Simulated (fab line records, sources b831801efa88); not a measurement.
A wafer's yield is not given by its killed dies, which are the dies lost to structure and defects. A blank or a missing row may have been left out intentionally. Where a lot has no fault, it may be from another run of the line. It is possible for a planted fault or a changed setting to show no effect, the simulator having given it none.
Problem report in the 8D (eight disciplines) form, filled by code :: flow sky130 :: the parts of the form that need people (team, actions taken, sign-off) are left out

1. THE PROBLEM
Across 3 wafers from 2 lots, CAP2M_CVD_00_THK at SKY_CAP2M_THK_MEAS_01 averages 14.07 nm, while fault-free wafers read 15.50 nm with a standard deviation of 0.2. Relative to the usual mean, that is a shift of -7.2 standard deviations.
Seen first at day 43 03:16 on filmMetro-04, wafer L555.3. The record holds 33 wafers of 11 lots with a number at this step. By rule, "out" or "out of limits" means more than 4 standard deviations away from the usual mean. All remaining wafers that have a number are taken as sound.

2. WHAT IT IS, AND WHAT IT ISN'T
question: which readings at this step
is: CAP2M_CVD_00_THK
is not: -

question: which lots
is: L555, L561
is not: L546, L547, L548, L549, L550, L551, L557, L564, L566

question: which wafers of those lots
is: L555.3, L561.2, L561.3
is not: L555.1, L555.5, L561.4

question: read on which gauges
is: filmMetro-02, filmMetro-04
is not: -

question: when
is: from day 43 03:16
is not: up to then (20 sound wafers); but 10 sound wafers of L557, L561, L564, L566 came after

3. WHAT RULES OUT EACH SUSPECT
Counting: any tool at a process step up to the reading remains a suspect provided it ran every lot that is out. Sound lots after the first of them don't rule it out here, since some wafers of a struck lot are sound.
- the gauge at SKY_CAP2M_THK_MEAS_01: ruled out. Those wafers that are out were read across 2 gauges (filmMetro-02, filmMetro-04).
- pecvd-03 at SKY_CAP2M_CVD_00 (deposits SiO2, target thk 15.5 nm): kept. Every lot that is out went through it, the first being L555 (day 43 03:14); the last sound lot it ran before that was L550 (day 41 15:46).
- Within pecvd-03 at SKY_CAP2M_CVD_00: the wafers that are out ran in chambers 0, 2; their sound lot-mates ran in chamber 1.
Left after counting: pecvd-03 at SKY_CAP2M_CVD_00.

4. THE CAUSE (what the simulator had put in)
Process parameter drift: pecvd-03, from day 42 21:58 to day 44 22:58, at SKY_CAP2M_CVD_00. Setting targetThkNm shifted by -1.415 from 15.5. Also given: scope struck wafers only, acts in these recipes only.
After counting, this tool was the only one left.

5. THE EFFECT CHAIN, in route order
Rows list readings where the struck wafers' mean (over those with a number) sits beyond 3 standard deviations from the usual. Only readings whose record carries a usual standard deviation are examined. hours: median over the lots of the time between each lot's start at the first step of this table that gives one and its start at this step. sigmas: the change, counted in usual standard deviations.
hours: 0
step: SKY_CAP2M_THK_MEAS_01
reading: CAP2M_CVD_00_THK
usual: 15.50 nm
on struck wafers: 14.07
change: -1.43
sigmas: -7.2

hours: 45
step: SKY_METAL4_ETCH_17
reading: oesProductAu
usual: 0.754 a.u.
on struck wafers: 0.716
change: -0.038
sigmas: -5.5
It contains these process steps:
- SKY_METAL4_ETCH_17: etches SiO2 in C4F8/O2/Ar, stops on TiN, time 3.9 s, target depth 15 nm.
Later steps that measure or inspect, where all struck wafers having a row at the step show a number for every such reading and not one has moved that far: SKY_CAP2M_OVL_MEAS_12.

6. HOW IT WOULD HAVE BEEN CAUGHT EARLIER
The first out-of-limits reading at a measuring or inspecting step in this record came at day 43 03:16, 5 hours after the fault's start at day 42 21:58.
Of the tool readings at SKY_CAP2M_CVD_00 for which the record gives a usual standard deviation, none was out on any struck wafer, so an alarm limit of 4 standard deviations on them would not have fired.
Of the lots that are out (2), L561 began SKY_CAP2M_CVD_00 on pecvd-03 after day 43 03:16. A tool hold placed at that time would have kept it from harm.
